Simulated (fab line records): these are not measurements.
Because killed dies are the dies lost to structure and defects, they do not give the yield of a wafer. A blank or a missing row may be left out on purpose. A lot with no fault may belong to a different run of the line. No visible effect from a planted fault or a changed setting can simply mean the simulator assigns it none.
fab line records	flow sky130
record: lots: 6	wafers: 18	lastDay: 50
route steps=708 shown CONTACT@418 PAD_OPEN@708
lots untouched by any fault: they come from a run of this same line in which no faults occurred
startH: start of the lot's first displayed wafer, in hours after the record's first day	waitH: hours since the lot's step before	" same as the row above	L1.1+2: several wafers, shown together as one row	- no value, or no start was given	* or withheld: withheld	< > ~ a bound
route shown NAME@n: a module of which the file shows steps, and the number in the route of the first	usual: mean and standard deviation over wafers with no fault	same: alike in all rows	chamber/n: place in a boat	sites: readings site by site	_std_site: their standard deviation	_edge_site: mean of outer sites minus mean of inner sites	radiusMm: for every site, how far away it sits from the centre of the wafer	mask NAME#n: copy n	behind: the most recent tool/chamber to have shaped the wafer	hold: the reason the lot was held/the length of the hold in hours/how it ended	device: whichever transistor did not switch (one of n, p or np)	end of line: the same wafers' tests at the end of the route	a step with no rows: only its recipe	killed: at the first sort, the dies lost to defects and structure; wafer yield is something else	map: a wafer's dies, marking killed ones x, the rest . and places with no die _
set.NAME: the run value of the setting; set.NAME@STEP: its run value at that earlier step	model.NAME: the simulator's own value behind a step, which no gauge read
lots seen at some steps along the route; tables by step, rows by wafer
services: a tool's chamber out of use, with start hour (startH, from the record's first day; less than 0 if before it), hours out, and reason
== steps ==
step: SKY_CONTACT_PEB_12
recipe: pebTempC: withheld	pebTimeS: withheld	resist: KrF-thick
step: SKY_CONTACT_DEVELOP_13
recipe: developTimeS: 60	resist: KrF-thick	devTempC: 21
step: SKY_CONTACT_CD_MEAS_14
recipe: targetCdNm: 170
usual: cdNm: 169.7/1.4
lot.wafer	tool	chamber	startH	waitH	cdNm
L393.1	cdSem-02	-	746.69	-	166.6
L393.3	"	-	"	"	168.4
L393.6	"	-	"	"	167.1
L395.1	cdSem-01	-	767.08	-	171.6
L395.3	"	-	"	"	170.7
L395.4	"	-	"	"	170.9
L397.2	cdSem-01	-	785.75	-	171.0
L397.5	"	-	"	"	169.5
L397.6	"	-	"	"	169.8
L403.2	cdSem-01	-	827.20	-	169.3
L403.3	"	-	"	"	167.9
L403.5	"	-	"	"	171.5
L409.2	cdSem-01	-	871.70	-	169.6
L409.3	"	-	"	"	169.9
L409.4	"	-	"	"	169.1
L412.3	cdSem-02	-	894.22	-	169.4
L412.5	"	-	"	"	169.1
L412.6	"	-	"	"	170.9
step: SKY_CONTACT_OVL_MEAS_15
usual: CONTACT_OVL: -3/5.9
lot.wafer	tool	chamber	startH	waitH	CONTACT_OVL[nm]
L393.1	overlay-01	-	746.81	0.1	-6
L393.3	"	-	"	"	1
L393.6	"	-	"	"	7
L395.1	overlay-02	-	767.20	0.1	-6
L395.3	"	-	"	"	1
L395.4	"	-	"	"	-16
L397.2	overlay-01	-	785.86	0.1	3
L397.5	"	-	"	"	3
L397.6	"	-	"	"	-6
L403.2	overlay-01	-	827.31	0.1	-4
L403.3	"	-	"	"	9
L403.5	"	-	"	"	7
L409.2	overlay-01	-	871.81	0.1	-2
L409.3	"	-	"	"	-10
L409.4	"	-	"	"	4
L412.3	overlay-01	-	894.32	0.1	-6
L412.5	"	-	"	"	-10
L412.6	"	-	"	"	-6
step: SKY_CONTACT_ETCH_16
recipe: chemistry: N2/H2	target: BARC	ionEnergyEv: 200	sourceW: 500	biasW: 100	pressureMtorr: 30	n2FlowSccm: 100	h2FlowSccm: 200	stopOn: SiO2	timeS: 45.9	targetDepthA: 600
usual: drypumpMotorCurrentA: 5.5/0.5	oesProductAu: 0.854/0.0045	throttleValvePct: 13.225/0.01
lot.wafer	tool	chamber	startH	waitH	drypumpMotorCurrentA	oesProductAu	rfHoursCounterH	throttleValvePct
L393.1	rieDiel-01	2	746.84	0.0	4.9	0.862	16	13.228
L393.3	"	3	"	"	5.2	0.853	13	13.213
L393.6	"	3	"	"	5.2	0.852	-	13.233
L395.1	rieDiel-03	2	767.24	0.0	6.0	0.852	5	13.231
L395.3	"	3	"	"	5.0	0.855	33	13.232
L395.4	"	0	"	"	5.1	0.856	6	13.219
L397.2	rieDiel-03	1	785.89	0.0	5.0	0.852	7	13.211
L397.5	"	2	"	"	6.0	0.849	-	13.224
L397.6	"	1	"	"	5.1	0.850	-	13.236
L403.2	rieDiel-04	3	827.34	0.0	6.0	0.858	3	13.219
L403.3	"	1	"	"	6.0	0.850	7	13.210
L403.5	"	2	"	"	6.4	0.851	-	13.216
L409.2	rieDiel-03	1	871.84	0.0	5.0	0.849	10	13.226
L409.3	"	3	"	"	5.0	0.846	1	13.236
L409.4	"	0	"	"	5.1	0.853	9	13.205
L412.3	rieDiel-04	0	894.34	0.0	5.7	0.856	14	13.220
L412.5	"	1	"	"	6.0	0.857	-	13.211
L412.6	"	0	"	"	5.7	0.857	-	13.210
step: SKY_CONTACT_ETCH_17
recipe: target: SiO2	chemistry: C4F8/O2/Ar	stopOn: Si3N4	maskMaterial: KrF-thick	sourceW: 1500	biasW: 1200	pressureMtorr: 40	c4f8FlowSccm: withheld	O2_flow_sccm: 6	Ar_flow_sccm: 300	timeS: withheld	targetDepthA: 3400
step: SKY_CONTACT_ETCH_18
recipe: target: Si3N4	chemistry: CHF3/O2	stopOn: TiN	sourceW: 600	biasW: 200	pressureMtorr: 40	chf3FlowSccm: 50	O2_flow_sccm: 5	timeS: 39	targetDepthA: 750
usual: O2_flow_sccm: 5.001/0.016	chf3FlowSccm: 50.00/0.14	drypumpMotorCurrentA: 5.5/0.5	oesProductAu: 0.855/0.008	throttleValvePct: 8.793/0.0087
lot.wafer	tool	chamber	startH	waitH	O2_flow_sccm	chf3FlowSccm	drypumpMotorCurrentA	oesProductAu	rfHoursCounterH	throttleValvePct
L393.1	rieDiel-01	2	-	-	5.031	50.08	4.9	0.860	16	8.798
L393.3	"	3	"	"	4.997	50.08	5.2	0.860	13	8.787
L393.6	"	3	"	"	4.968	49.93	5.2	0.871	-	8.800
L395.1	rieDiel-03	2	-	-	4.993	50.05	6.0	0.843	5	8.806
L395.3	"	3	"	"	4.999	50.06	5.0	0.850	33	8.785
L395.4	"	0	"	"	5.020	49.85	5.1	0.856	6	8.792
L397.2	rieDiel-03	1	-	-	4.998	50.22	5.0	0.860	7	8.789
L397.5	"	2	"	"	4.985	50.08	6.0	0.873	-	8.799
L397.6	"	1	"	"	5.013	50.07	5.0	0.858	-	8.781
L403.2	rieDiel-04	3	-	-	5.010	49.91	6.0	0.855	3	8.800
L403.3	"	1	"	"	4.970	49.88	6.0	0.851	7	8.790
L403.5	"	2	"	"	5.015	49.86	6.4	0.846	-	8.789
L409.2	rieDiel-03	1	-	-	4.992	49.96	5.1	0.860	10	8.803
L409.3	"	3	"	"	5.020	49.99	5.0	0.858	1	8.792
L409.4	"	0	"	"	5.026	50.07	5.1	0.859	9	8.807
L412.3	rieDiel-04	0	-	-	5.011	49.78	5.7	0.854	14	8.806
L412.5	"	1	"	"	5.003	49.83	6.0	0.848	-	8.809
L412.6	"	0	"	"	4.985	50.12	5.7	0.862	-	8.786
step: SKY_CONTACT_STRIP_19
recipe: chemistry: O2/N2	powerW: 1400	pressureMtorr: 1500	platenTempC: withheld	o2FlowSccm: 3000	n2FlowSccm: 300	overashFraction: 0.5
usual: drypumpMotorCurrentA: 6.0/0.4	oesProductAu: 0.380/0.0045	stripTimeToEndpointS: 3.61/0.035
lot.wafer	tool	chamber	startH	waitH	drypumpMotorCurrentA	oesProductAu	rfHoursCounterH	stripTimeToEndpointS
L393.1	plasmaAsher-02	0	746.97	-	5.6	0.379	49	3.57
L393.3	"	1	"	"	5.6	0.381	-	3.63
L393.6	"	1	"	"	5.6	0.379	-	3.62
L395.1	plasmaAsher-04	0	767.37	-	6.2	0.368	2	3.61
L395.3	"	1	"	"	6.3	0.372	-	3.60
L395.4	"	0	"	"	6.2	0.386	-	3.58
L397.2	plasmaAsher-04	0	786.02	-	6.2	0.384	4	3.64
L397.5	"	1	"	"	6.3	0.375	-	3.59
L397.6	"	0	"	"	6.2	0.381	-	3.66
L403.2	plasmaAsher-04	1	827.47	-	6.3	0.379	9	3.55
L403.3	"	0	"	"	6.2	0.382	-	3.57
L403.5	"	0	"	"	6.2	0.381	-	3.56
L409.2	plasmaAsher-04	1	871.97	-	6.3	0.385	13	3.67
L409.3	"	0	"	"	6.2	0.386	-	3.63
L409.4	"	1	"	"	6.3	0.372	-	3.58
L412.3	plasmaAsher-03	0	894.50	-	5.7	0.383	-	3.71
L412.5	"	1	"	"	6.7	0.384	-	3.63
L412.6	"	0	"	"	5.7	0.385	-	3.69
step: SKY_CONTACT_STRIP_20
recipe: chemistry: postEtchResidueRemover	timeS: 1200	tempC: 72.5
step: SKY_CONTACT_CLEAN_21
recipe: chemistry: IPA	timeS: 180	tempC: 25
step: SKY_CONTACT_CLEAN_22
recipe: chemistry: O3/DIW	dry: n2Spin
step: SKY_CONTACT_SPUTTER_23
recipe: material: TiN	targetThkNm: 20	chamberPressurePa: 5	powerW: 4000	timeS: 80
usual: throttleValvePct: 30.6/0.75
lot.wafer	tool	chamber	startH	waitH	throttleValvePct
L393.1	pvdSputter-02	-	747.57	0.0	29.8
L393.3	"	-	"	"	30.4
L393.6	"	-	"	"	30.2
L395.1	pvdSputter-02	-	767.97	0.0	31.8
L395.3	"	-	"	"	29.8
L395.4	"	-	"	"	30.3
L397.2	pvdSputter-02	-	786.66	0.0	32.0
L397.5	"	-	"	"	30.1
L397.6	"	-	"	"	31.8
L403.2	pvdSputter-02	-	828.06	0.0	30.3
L403.3	"	-	"	"	30.3
L403.5	"	-	"	"	30.2
L409.2	pvdSputter-04	-	872.56	0.0	31.5
L409.3	"	-	"	"	31.0
L409.4	"	-	"	"	30.0
L412.3	pvdSputter-01	-	895.15	0.0	29.0
L412.5	"	-	"	"	31.1
L412.6	"	-	"	"	29.1
step: SKY_CONTACT_CVD_24
recipe: material: W	targetThkNm: 340	timeS: 102.12	tempC: 400	pressureTorr: 40
usual: heaterPowerW: 810/44
lot.wafer	tool	chamber	startH	waitH	heaterPowerW
L393.1	cvdW-01	0	747.63	0.0	860
L393.3	"	0	"	"	867
L393.6	"	1	"	"	735
L395.1	cvdW-01	1	768.03	0.0	745
L395.3	"	0	"	"	889
L395.4	"	1	"	"	743
L397.2	cvdW-01	1	786.72	0.0	745
L397.5	"	0	"	"	873
L397.6	"	1	"	"	740
L403.2	cvdW-01	1	828.12	0.0	733
L403.3	"	0	"	"	873
L403.5	"	0	"	"	878
L409.2	cvdW-02	1	872.62	0.0	785
L409.3	"	0	"	"	837
L409.4	"	1	"	"	823
L412.3	cvdW-02	0	895.25	0.1	836
L412.5	"	1	"	"	787
L412.6	"	0	"	"	830
step: SKY_CONTACT_RS_MEAS_25
recipe: thkMeasGauge: four-point-probe	reads: W_of_CONTACT_CVD_24+TiN_of_CONTACT_SPUTTER_23
usual: CONTACT_W_RS: 0.339/0.0056
lot.wafer	tool	chamber	startH	waitH	CONTACT_W_RS[ohm/sq]
L393.1	filmMetro-02	-	747.74	0.1	0.336
L393.3	"	-	"	"	0.336
L393.6	"	-	"	"	0.338
L395.1	filmMetro-01	-	768.14	0.1	0.333
L395.3	"	-	"	"	0.333
L395.4	"	-	"	"	0.336
L397.2	filmMetro-04	-	786.85	0.1	0.338
L397.5	"	-	"	"	0.459
L397.6	"	-	"	"	0.338
L403.2	filmMetro-01	-	828.25	0.1	0.341
L403.3	"	-	"	"	0.462
L403.5	"	-	"	"	0.474
L409.2	filmMetro-02	-	872.75	0.1	0.348
L409.3	"	-	"	"	0.336
L409.4	"	-	"	"	0.344
L412.3	filmMetro-01	-	895.37	0.1	0.336
L412.5	"	-	"	"	0.342
L412.6	"	-	"	"	0.336
step: SKY_CONTACT_THK_MEAS_26
recipe: thkMeasGauge: xrf	reads: W_of_CONTACT_CVD_24
usual: CONTACT_W_THK: 337/6.7
lot.wafer	tool	chamber	startH	waitH	CONTACT_W_THK[nm]
L393.1	filmMetro-02	-	747.86	0.1	338
L393.3	"	-	"	"	339
L393.6	"	-	"	"	335
L395.1	filmMetro-01	-	768.26	0.1	347
L395.3	"	-	"	"	349
L395.4	"	-	"	"	344
L397.2	filmMetro-04	-	786.96	0.1	333
L397.5	"	-	"	"	271
L397.6	"	-	"	"	338
L403.2	filmMetro-01	-	828.36	0.1	341
L403.3	"	-	"	"	275
L403.5	"	-	"	"	269
L409.2	filmMetro-02	-	872.86	0.1	323
L409.3	"	-	"	"	335
L409.4	"	-	"	"	327
L412.3	filmMetro-01	-	895.47	0.1	338
L412.5	"	-	"	"	332
L412.6	"	-	"	"	338
step: SKY_CONTACT_CMP_27
recipe: stopOn: SiO2	tOverpolishS: 15	downForcePsi: 3.5	platenRpm: 60	targetThkNm: 0	padVelocityMS: 0.94248
usual: motorCurrentA: 11.3/1.1	overpolishRunS: 15.000/0.0082	timeToEndpointS: 79/5
lot.wafer	tool	chamber	startH	waitH	motorCurrentA	overpolishRunS	timeToEndpointS
L393.1	cmp-02	1	748.00	0.1	10.6	15.005	81
L393.3	"	2	"	"	11.6	14.992	79
L393.6	"	1	"	"	10.3	14.982	81
L395.1	cmp-01	3	768.32	0.1	10.4	15.001	78
L395.4	"	1	"	"	13.0	14.995	79
L395.3	"	2	"	"	10.7	15.006	88
L397.2	cmp-01	2	787.01	0.0	10.7	15.008	85
L397.6	"	2	"	"	10.7	14.995	85
L397.5	"	3	"	"	10.4	15.011	75
L403.3	cmp-01	0	828.41	0.0	10.7	14.993	70
L403.2	"	3	"	"	10.0	15.011	74
L403.5	"	1	"	"	13.7	14.987	71
L409.4	cmp-02	3	872.91	0.0	12.0	15.002	79
L409.3	"	0	"	"	12.1	15.002	87
L409.2	"	1	"	"	9.6	15.004	74
L412.3	cmp-01	1	895.56	0.1	13.8	14.986	78
L412.6	"	0	"	"	10.5	15.007	74
L412.5	"	1	"	"	13.4	14.990	73
step: SKY_PAD_OPEN_PROBE_99
usual: killed_at_M0_to_M3: 42/7	killed_at_M4_up: 3.2/1.6	killedAtContacts: 24/5.8	killedAtFrontEnd: 16/4.3	killedAtOther: 0.3/0.62	killedDies: 86/9.5	killedOpen: 46/6.4	killedShort: 39/6.3
same: grossDies: 492	killedAtBackSide: 0
lot.wafer	tool	chamber	startH	waitH	killed_at_M0_to_M3	killed_at_M4_up	killedAtContacts	killedAtFrontEnd	killedAtOther	killedDies	killedOpen	killedShort
L395.1	prober-01	-	1102.82	0.1	31	7	20	12	0	70	43	27
L395.4	prober-01	-	1102.97	0.2	36	1	24	13	0	74	41	29
L403.2	prober-01	-	1147.69	0.1	38	3	21	18	0	80	44	36
L403.3	prober-01	-	1147.74	0.2	41	3	16	21	0	81	47	34
L403.5	prober-01	-	1147.84	0.2	47	5	26	17	2	97	54	43
L409.2	prober-01	-	1174.65	0.1	49	8	30	17	0	104	58	44
L409.3	prober-01	-	1174.70	0.2	47	4	17	10	0	78	43	33
L409.4	prober-01	-	1174.75	0.2	46	1	20	12	0	79	41	37
L412.3	prober-02	-	1188.91	0.2	35	6	30	15	0	86	42	44
L412.5	prober-02	-	1189.01	0.2	42	3	24	23	0	92	46	46
L412.6	prober-02	-	1189.06	0.2	45	3	21	16	2	87	40	46
killed by level:class
L395.1 LI_CONTACT:geometricParticle:open=10 VIA3:geometricParticle:open=5 CONTACT:geometricParticle:open=5 VIA1:geometricParticle:open=5 VIA2:geometricParticle:open=4 METAL4:geometricParticle:short=4 FIELD_ISO:geometricParticle:short=3 METAL1:geometricParticle:short=3
L395.4 VIA3:geometricParticle:open=9 VIA2:geometricParticle:open=7 CONTACT:geometricParticle:open=6 VIA1:geometricParticle:open=6 LI_CONTACT:geometricParticle:open=5 METAL2:geometricParticle:short=5 LI_CONTACT:geometricParticle:short=4 LOCAL_INTERCONNECT:geometricParticle:short=4
L403.2 VIA3:geometricParticle:open=9 CONTACT:geometricParticle:open=8 FIELD_ISO:geometricParticle:short=6 LOCAL_INTERCONNECT:geometricParticle:short=5 METAL1:geometricParticle:short=5 METAL2:geometricParticle:open=5 FIELD_ISO:geometricParticle:open=4 POLY_GATE:geometricParticle:short=4
L403.3 VIA1:geometricParticle:open=13 CONTACT:geometricParticle:open=8 VIA1:geometricParticle:short=7 METAL2:geometricParticle:short=6 FIELD_ISO:geometricParticle:short=5 POLY_GATE:geometricParticle:open=5 POLY_GATE:geometricParticle:short=5 VIA3:geometricParticle:open=5
L403.5 CONTACT:geometricParticle:open=9 LI_CONTACT:geometricParticle:open=8 VIA1:geometricParticle:open=8 VIA1:geometricParticle:short=7 VIA3:geometricParticle:open=7 VIA2:geometricParticle:open=6 FIELD_ISO:geometricParticle:short=5 FIELD_ISO:geometricParticle:open=5
L409.2 VIA1:geometricParticle:open=15 VIA2:geometricParticle:open=11 CONTACT:geometricParticle:open=9 POLY_GATE:geometricParticle:open=7 LOCAL_INTERCONNECT:geometricParticle:short=6 VIA1:geometricParticle:short=6 METAL4:geometricParticle:short=6 FIELD_ISO:geometricParticle:open=5
L409.3 VIA2:geometricParticle:open=14 CONTACT:geometricParticle:open=8 VIA1:geometricParticle:open=7 LI_CONTACT:geometricParticle:open=5 VIA2:geometricParticle:short=5 METAL1:geometricParticle:short=5 METAL2:geometricParticle:short=5 FIELD_ISO:geometricParticle:open=4
L409.4 CONTACT:geometricParticle:open=10 VIA1:geometricParticle:open=8 VIA3:geometricParticle:open=8 METAL1:geometricParticle:short=7 LOCAL_INTERCONNECT:geometricParticle:short=5 METAL2:geometricParticle:short=5 FIELD_ISO:geometricParticle:short=4 VIA1:geometricParticle:short=4
L412.3 VIA1:geometricParticle:open=9 CONTACT:geometricParticle:open=8 LI_CONTACT:geometricParticle:open=8 CONTACT:geometricParticle:short=7 VIA3:geometricParticle:short=7 VIA1:geometricParticle:short=5 VIA3:geometricParticle:open=4 FIELD_ISO:geometricParticle:open=3
L412.5 CONTACT:geometricParticle:open=10 VIA1:geometricParticle:short=10 FIELD_ISO:geometricParticle:short=8 VIA3:geometricParticle:open=7 LI_CONTACT:geometricParticle:open=6 VIA1:geometricParticle:open=6 VIA2:geometricParticle:open=6 FIELD_ISO:geometricParticle:open=5
L412.6 CONTACT:geometricParticle:open=10 METAL1:geometricParticle:short=8 VIA1:geometricParticle:open=7 VIA2:geometricParticle:open=7 VIA3:geometricParticle:short=6 METAL2:geometricParticle:short=5 FIELD_ISO:geometricParticle:short=4 VIA2:geometricParticle:short=4
== services ==
tool	chamber	startH	hours	kind
rieDiel-03	2	733.02	5.1	repair
plasmaAsher-04	-	733.75	9.0	pm
rieDiel-03	-	737.35	28.1	pm
cvdW-01	-	740.37	2.8	pm
cmp-02	-	744.00	4.0	pm
rieDiel-04	-	751.06	2.8	pm
pvdSputter-04	-	767.10	8.7	repair
pvdSputter-04	-	772.98	3.3	repair
cmp-02	-	783.96	0.5	repair
cvdW-02	-	798.05	0.4	repair
rieDiel-01	3	802.37	7.9	repair
rieDiel-03	3	807.64	-	clean
rieDiel-03	3	807.64	20.7	scheduledDown
plasmaAsher-02	-	817.16	4.3	pm
cvdW-02	1	834.67	4.6	repair
cmp-02	-	836.76	6.3	pm
cmp-01	-	843.30	5.4	pm
cmp-01	-	863.45	1.8	repair
cvdW-02	-	867.41	0.7	repair
rieDiel-04	3	868.28	8.9	repair
pvdSputter-01	-	870.85	6.7	repair
plasmaAsher-04	-	887.38	50.3	pm
cmp-02	-	887.93	1.4	repair
cmp-02	-	893.59	8.4	repair
== key ==
firstSign: step: SKY_CONTACT_RS_MEAS_25	reading: CONTACT_W_RS	direction: up	sigmas: 22	usual: 0.339	struck: 0.465
effect: step: SKY_CONTACT_THK_MEAS_26	reading: CONTACT_W_THK	direction: down	sigmas: 9.8	usual: 337	struck: 272
metAt SKY_CONTACT_CVD_24
struckWafers L397.5,L403.3,L403.5
testerLeftOut L397,L403
onsetBetween 768.03 786.72
fault: kind: siteProfileDrift	tool: cvdW-01	chamber: 0	onsetH: 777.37	steps: SKY_CONTACT_CVD_24	basis: fraction	maxAbsDrift: 0.4436	slopeSharePerHr: 98.578	sitePattern: 0,0,0,0,0,-1,-1,-1,-1
testerLeftOut: of these lots the tester's yield and bins aren't shown, on N5 and GAA mostly nor the transistor test; their killed dies are dies lost to structure and defects alone, not to doping, threshold or leakage, so they don't give the yield
